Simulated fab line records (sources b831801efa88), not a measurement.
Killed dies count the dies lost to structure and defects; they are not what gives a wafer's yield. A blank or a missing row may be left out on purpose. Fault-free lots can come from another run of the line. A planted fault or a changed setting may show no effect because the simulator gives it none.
fab line records | flow sky130 | part 2 of 2: steps 30 to 40 of 40
record: lots: 5 wafers: 15 last-day: 50
route steps=708 shown POLY_GATE@232 LDD_N@237 LDD_P@255 LDD_HVN@267
lots with no fault: from the same line, run without faults
start-h: hours from the record's first day to the start of the lot's first wafer shown | wait-h: time in hours since the lot's previous step | " repeats the value in the row above | L1.1+2: a row that stands for several wafers | - no value, or no start given | * or withheld: withheld | < > ~ a bound
route shown NAME@n: a module of which the file shows steps, and the number in the route of the first | usual: mean/standard deviation of fault-free wafers | same: alike in all rows | chamber/n: place in a boat | sites: the reading at each site | _std_site: the values' standard deviation | _edge_site: inner sites' mean taken away from outer sites' mean | radius-mm: how far each site lies from the wafer's centre | mask NAME#n: copy n | behind: the most recent tool/chamber to have shaped the wafer | hold: reason for holding the lot/hours on hold/outcome of the hold | device: the n, p or np transistor that did not switch | end of line: tests run on the same wafers once the route is complete | a step given without rows: its recipe and nothing more | killed: dies lost to structure and defects at the first sort, not the wafer's yield | map: shows each die of a wafer: x if killed, . if not, _ if none is there
set.NAME: setting as actually run; set.NAME@STEP: the setting as run at that earlier step | model.NAME: the simulator's own value behind a step, which no gauge read
a table for each step, a row for each wafer; lots at some steps of the route
services: the hour from which a tool's chamber was out of use, counted from the record's first day as start-h (under 0 if before that day), plus the number of hours and why
== steps ==
step: SKY_LDD_P_DEVELOP_06
recipe: resist: NOVOLAK developer: TMAH develop-time-s: 60 dev-temp-c: 23
columns lot.wafer tool chamber start-h wait-h
L083.1+2+6 litho-track-01 0 510.40 0.1
L086.3+5+6 litho-track-02 0 550.64 0.1
L091.1+4+5 litho-track-04 0 582.47 0.1
L094.2+3+4 litho-track-02 0 614.32 0.1
L095.1+2+5 litho-track-04 0 618.72 0.1
step: SKY_LDD_P_CD_MEAS_07
recipe: target-cd-nm: 380
usual: cd-nm: 381.0/2.6
columns lot.wafer tool chamber start-h wait-h cd-nm
L083.1 cd-sem-02 - 510.55 0.1 385.0
L083.2 " - " " 383.7
L083.6 " - " " 379.7
L086.3 cd-sem-02 - 550.78 0.1 379.7
L086.5 " - " " 381.6
L086.6 " - " " 381.4
L091.1 cd-sem-02 - 582.62 0.1 384.7
L091.4 " - " " 384.3
L091.5 " - " " 384.8
L094.2 cd-sem-01 - 614.46 0.1 378.8
L094.3 " - " " 379.7
L094.4 " - " " 378.8
L095.1 cd-sem-02 - 618.87 0.1 385.4
L095.2 " - " " 382.6
L095.5 " - " " 383.7
step: SKY_LDD_P_OVL_MEAS_08
usual: LDD_P_OVL: 0.2/1.4
columns lot.wafer tool chamber start-h wait-h LDD_P_OVL[nm]
L083.1 overlay-01 - 510.67 0.1 -0.3
L083.2 " - " " 1.6
L083.6 " - " " -1.5
L086.3 overlay-02 - 550.87 0.1 -1.6
L086.5 " - " " 0.2
L086.6 " - " " 1.4
L091.1 overlay-02 - 582.74 0.1 -0.7
L091.4 " - " " 1.8
L091.5 " - " " -0.6
L094.2 overlay-01 - 614.57 0.1 0.5
L094.3 " - " " 1.9
L094.4 " - " " 1.0
L095.1 overlay-02 - 618.99 0.1 -0.9
L095.2 " - " " 0.7
L095.5 " - " " 1.2
step: SKY_LDD_P_IMPLANT_09
recipe: species: BF2 energy-kev: 25 dose-cm2: 1e+13 tilt-deg: withheld
usual: beam-on-s: 10.00/0.2
columns lot.wafer tool chamber start-h wait-h beam-on-s
L083.1 implanter-04 0 510.71 0.0 10.27
L083.2 " 0 " " 9.90
L083.6 " 0 " " 9.96
L086.3 implanter-01 0 550.95 0.1 10.02
L086.5 " 0 " " 9.84
L086.6 " 0 " " 9.87
L091.1 implanter-04 0 582.78 0.0 9.80
L091.4 " 0 " " 9.68
L091.5 " 0 " " 10.00
L094.2 implanter-01 0 614.62 0.0 10.17
L094.3 " 0 " " 9.89
L094.4 " 0 " " 9.82
L095.1 implanter-04 0 619.02 0.0 9.82
L095.2 " 0 " " 10.28
L095.5 " 0 " " 9.97
step: SKY_LDD_P_STRIP_10
recipe: chemistry: O2/N2 power-w: 1400 pressure-mtorr: 1500 platen-temp-c: withheld o2-flow-sccm: 3000 n2-flow-sccm: 300 overash-fraction: 0.5
usual: drypump-motor-current-A: 5.7/0.44 n2-flow-sccm: 300.1/1 oes-product-au: 0.715/0.0042 strip-time-to-endpoint-s: 14.17/0.043
same: overash-fraction: 0.5
columns lot.wafer tool chamber start-h wait-h drypump-motor-current-A n2-flow-sccm oes-product-au rf-hours-counter-h strip-time-to-endpoint-s
L083.1 plasma-asher-04 1 510.86 0.1 6.0 299.4 0.716 8 14.17
L083.2 " 0 " " 5.8 299.7 0.712 8 14.18
L083.6 " 1 " " 6.0 299.5 0.707 - 14.21
L086.3 plasma-asher-04 1 551.08 0.1 6.0 299.9 0.707 - 14.19
L086.5 " 0 " " 5.9 300.1 0.713 - 14.15
L086.6 " 1 " " 6.0 299.8 0.710 - 14.14
L091.1 plasma-asher-01 1 582.93 0.1 6.2 301.3 0.710 90 14.15
L091.4 " 0 " " 4.8 298.6 0.714 - 14.14
L091.5 " 1 " " 6.2 301.1 0.717 - 14.18
L094.2 plasma-asher-04 0 614.75 0.1 5.9 301.0 0.719 19 14.22
L094.3 " 0 " " 5.9 299.6 0.715 - 14.14
L094.4 " 1 " " 6.0 300.2 0.715 - 14.20
L095.1 plasma-asher-03 1 619.17 0.1 5.8 300.0 0.713 78 14.11
L095.2 " 0 " " 5.4 299.9 0.707 78 14.21
L095.5 " 0 " " 5.4 301.5 0.717 - 14.14
step: SKY_LDD_P_TW_MEAS_11
usual: LDD_P_TW: 643/5
columns lot.wafer tool chamber start-h wait-h LDD_P_TW
L083.1 film-metro-01 - 510.96 0.1 643
L083.2 " - " " 646
L083.6 " - " " 645
L086.3 film-metro-01 - 551.17 0.1 638
L086.5 " - " " 638
L086.6 " - " " 639
L091.1 film-metro-01 - 583.03 0.1 640
L091.4 " - " " 638
L091.5 " - " " 635
L094.2 film-metro-03 - 614.86 0.1 650
L094.3 " - " " 650
L094.4 " - " " 649
L095.1 film-metro-02 - 619.27 0.1 636
L095.2 " - " " 638
L095.5 " - " " 639
step: SKY_LDD_HVN_DEHYDRATE_00
recipe: temp-c: 200 time-s: 60
usual: heater-power-total-W: 160.38/0.12
columns lot.wafer tool chamber start-h wait-h heater-power-total-W
L083.1 litho-track-03 0 526.55 15.6 160.25
L083.2 " 0 " " 160.27
L083.6 " 0 " " 160.27
L086.3 litho-track-03 0 566.50 15.3 160.35
L086.5 " 0 " " 160.54
L086.6 " 0 " " 160.36
L091.1 litho-track-03 0 597.30 14.3 160.57
L091.4 " 0 " " 160.33
L091.5 " 0 " " 160.56
L094.2 litho-track-02 0 628.97 14.1 160.14
L094.3 " 0 " " 160.57
L094.4 " 0 " " 160.16
L095.1 litho-track-04 0 632.32 13.0 160.35
L095.2 " 0 " " 160.51
L095.5 " 0 " " 160.43
step: SKY_LDD_HVN_HMDS_01
recipe: prime-time-s: 60 prime-temp-c: 120
columns lot.wafer tool chamber start-h wait-h
L083.1+2+6 litho-track-03 0 526.70 0.1
L086.3+5+6 litho-track-03 0 566.65 0.1
L091.1+4+5 litho-track-03 0 597.45 0.1
L094.2+3+4 litho-track-02 0 629.12 0.1
L095.1+2+5 litho-track-04 0 632.47 0.1
step: SKY_LDD_HVN_COAT_02
recipe: resist: NOVOLAK spin-rpm: 3000 resist-thk-nm: 300
columns lot.wafer tool chamber start-h wait-h
L083.1+2+6 litho-track-03 0 526.85 0.1
L086.3+5+6 litho-track-03 0 566.80 0.1
L091.1+4+5 litho-track-03 0 597.60 0.1
L094.2+3+4 litho-track-02 0 629.27 0.1
L095.1+2+5 litho-track-04 0 632.62 0.1
step: SKY_LDD_HVN_SOFTBAKE_03
recipe: temp-c: 90 time-s: 60 resist: NOVOLAK
usual: heater-power-total-W: 56.59/0.046
columns lot.wafer tool chamber start-h wait-h heater-power-total-W
L083.1 litho-track-03 0 527.00 0.1 56.64
L083.2 " 0 " " 56.61
L083.6 " 0 " " 56.61
L086.3 litho-track-03 0 566.95 0.1 56.54
L086.5 " 0 " " 56.60
L086.6 " 0 " " 56.58
L091.1 litho-track-03 0 597.75 0.1 56.66
L091.4 " 0 " " 56.55
L091.5 " 0 " " 56.69
L094.2 litho-track-02 0 629.42 0.1 56.60
L094.3 " 0 " " 56.54
L094.4 " 0 " " 56.65
L095.1 litho-track-04 0 632.77 0.1 56.57
L095.2 " 0 " " 56.60
L095.5 " 0 " " 56.48
step: SKY_LDD_HVN_EXPOSE_04
recipe: mask-id: HVNTM na: 0.6 source-shape: conventional sigma-outer: 0.6 polarization: unpolarized target-cd-nm: 700 dose-mj: 127
same: na: 0.6
columns lot.wafer tool chamber start-h wait-h mask
L083.1+2+6 iline-stepper-01 0 - - HVNTM#0
L086.3+5+6 iline-stepper-02 0 - - HVNTM#0
L091.1+4+5 iline-stepper-01 0 - - HVNTM#0
L094.2+3+4 iline-stepper-02 0 - - HVNTM#0
L095.1+2+5 iline-stepper-02 0 - - HVNTM#0
== services ==
columns tool chamber start-h hours kind
implanter-01 - 423.44 5.0 repair
wet-bench-04 - 455.10 29.4 pm
plasma-asher-01 - 463.48 1.9 repair
plasma-asher-03 - 469.04 2.8 pm
iline-stepper-02 - 480.88 2.1 pm
implanter-01 - 497.16 5.3 repair
implanter-01 - 502.44 4.3 pm
furnace-01 - 510.53 2.3 pm
furnace-02 - 514.78 2.8 pm
plasma-asher-01 - 515.63 0.7 repair
iline-stepper-02 - 517.93 1.7 pm
wet-bench-02 - 520.35 1.9 pm
plasma-asher-01 - 536.44 0.5 repair
implanter-02 - 540.06 6.4 pm
plasma-asher-02 - 549.55 1.1 repair
furnace-02 - 558.28 3.6 pm
iline-stepper-01 - 565.96 7.4 repair
implanter-04 - 575.97 1.9 repair
iline-stepper-01 - 576.99 1.7 pm
furnace-01 - 588.44 3.3 pm
implanter-04 - 593.32 3.0 repair
iline-stepper-02 - 595.27 0.7 repair
plasma-asher-01 - 598.70 3.7 repair
plasma-asher-02 - 623.57 4.3 repair
